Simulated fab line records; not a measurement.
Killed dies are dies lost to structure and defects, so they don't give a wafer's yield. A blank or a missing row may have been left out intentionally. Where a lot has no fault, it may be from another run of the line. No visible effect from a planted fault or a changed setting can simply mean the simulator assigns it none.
Comparing a struck lot with a sound one + flow sky130 + 14 steps out of a route of 708
Sound: the wafers L491.1, L491.4, L491.6. Struck: wafers L493.1, L493.5, L493.6. The cause is given at the end.
Per side, at each step with rows, come the tool, then ch with its chambers, and then its first start. Under that, the readings that differ: sound wafers + struck wafers + difference of the means + sigmas: that difference in standard deviations of wafers without a fault.
alike: readings with means less than 2 such deviations apart, plus words and numbers identical on both sides. not compared: withheld readings, readings lacking a value on some wafer, bounds such as >300 that could conceal the same value, and numbers that have no deviation in the record and whose values overlap.
A row with sigmas, a row that says differs or no value, or rows on one side alone: a step with any of these is where the two part. Numbers that have no deviation but don't overlap get no sigmas and don't part them. A reading that every wafer of one side lacks parts them only if that side has two wafers or more.

SKY_CONTACT_ETCH_16: etches BARC in N2/H2, stops on SiO2, time 45.9 s, target depth 60 nm.
  sound on rie_diel-02 ch 0,3, day 33 08:46; struck on rie_diel-04 ch 1,2, day 33 20:10
  alike: drypump_motor_current_A, oes_product_au, throttle_valve_pct
  not compared: rf_hours_counter_h
SKY_CONTACT_ETCH_17: etches SiO2 in C4F8/O2/Ar, stops on Si3N4, target depth 340 nm.
  sound on rie_diel-02 ch 0,3, day 33 08:48; struck on rie_diel-04 ch 1,2, day 33 20:12
  alike: oes_product_au
then, 1 step without rows for these wafers: SKY_CONTACT_ETCH_18 (etches Si3N4 in CHF3/O2, stops on TiN, time 39 s, target depth 75 nm).
SKY_CONTACT_STRIP_19: strips in O2/N2.
  sound on plasma_asher-01 ch 0,1, day 33 08:53; struck on plasma_asher-02 ch 0,1, day 33 20:17
| reading                      | sound             | struck            | difference | sigmas |
|------------------------------|-------------------|-------------------|------------|--------|
| strip_time_to_endpoint_s (s) | 3.609 3.643 3.609 | 3.574 3.558 3.576 | -0.051     | -2     |
  alike: drypump_motor_current_A, oes_product_au
  not compared: rf_hours_counter_h
then, 5 steps without rows for these wafers: SKY_CONTACT_STRIP_20 (strips in post etch residue remover, time 1200 s); SKY_CONTACT_CLEAN_21 (cleans in IPA, time 180 s); SKY_CONTACT_CLEAN_22 (cleans in O3/DIW); SKY_CONTACT_SPUTTER_23 (material TiN, target thk 20 nm, time 80 s); SKY_CONTACT_CVD_24 (deposits W, target thk 340 nm, time 102.12 s).
SKY_CONTACT_RS_MEAS_25: uses a four-point probe to measure.
  sound: film_metro-01 at day 33 09:39; struck: film_metro-01 at day 33 21:03
  alike: CONTACT_W_RS
SKY_CONTACT_THK_MEAS_26: measures by xrf.
  sound: film_metro-01 at day 33 09:46; struck: film_metro-01 at day 33 21:10
  alike: CONTACT_W_THK
SKY_CONTACT_CMP_27: polishes, stops on SiO2, t overpolish 15 s, target thk 0 nm.
  sound on cmp-01 ch 0,1,3, day 33 09:53; struck on cmp-02 ch 0,2,3, day 33 21:23
| reading                | sound    | struck   | difference | sigmas |
|------------------------|----------|----------|------------|--------|
| time_to_endpoint_s (s) | 73 71 76 | 84 83 86 | +11        | +3     |
  alike: head_pressure_psi, motor_current_A, overpolish_run_s
SKY_METAL1_SPUTTER_00: material Ti, target thk 15 nm, time 10 s.
  sound: pvd_sputter-03 at day 33 10:08; struck: pvd_sputter-02 at day 33 21:32
  no value came back on the struck wafers for cathode_dc_power_W (W), chamber_pressure_pa (Pa), throttle_valve_pct (%); on the sound wafers cathode_dc_power_W (W) reads 3000.0 3000.0 2999.7
SKY_METAL1_SPUTTER_01: material TiN, target thk 20 nm, time 16.7 s.
  sound: pvd_sputter-03 at day 33 10:10; struck: pvd_sputter-02 at day 33 21:34
  alike: cathode_dc_power_W, chamber_pressure_pa, throttle_valve_pct

WHERE THEY PART
Earliest at SKY_CONTACT_STRIP_19; latest, in this record, at SKY_METAL1_SPUTTER_00. Later steps at which nothing parts them and some readings are alike: SKY_METAL1_SPUTTER_01.

WHY: what had been put in by the simulator
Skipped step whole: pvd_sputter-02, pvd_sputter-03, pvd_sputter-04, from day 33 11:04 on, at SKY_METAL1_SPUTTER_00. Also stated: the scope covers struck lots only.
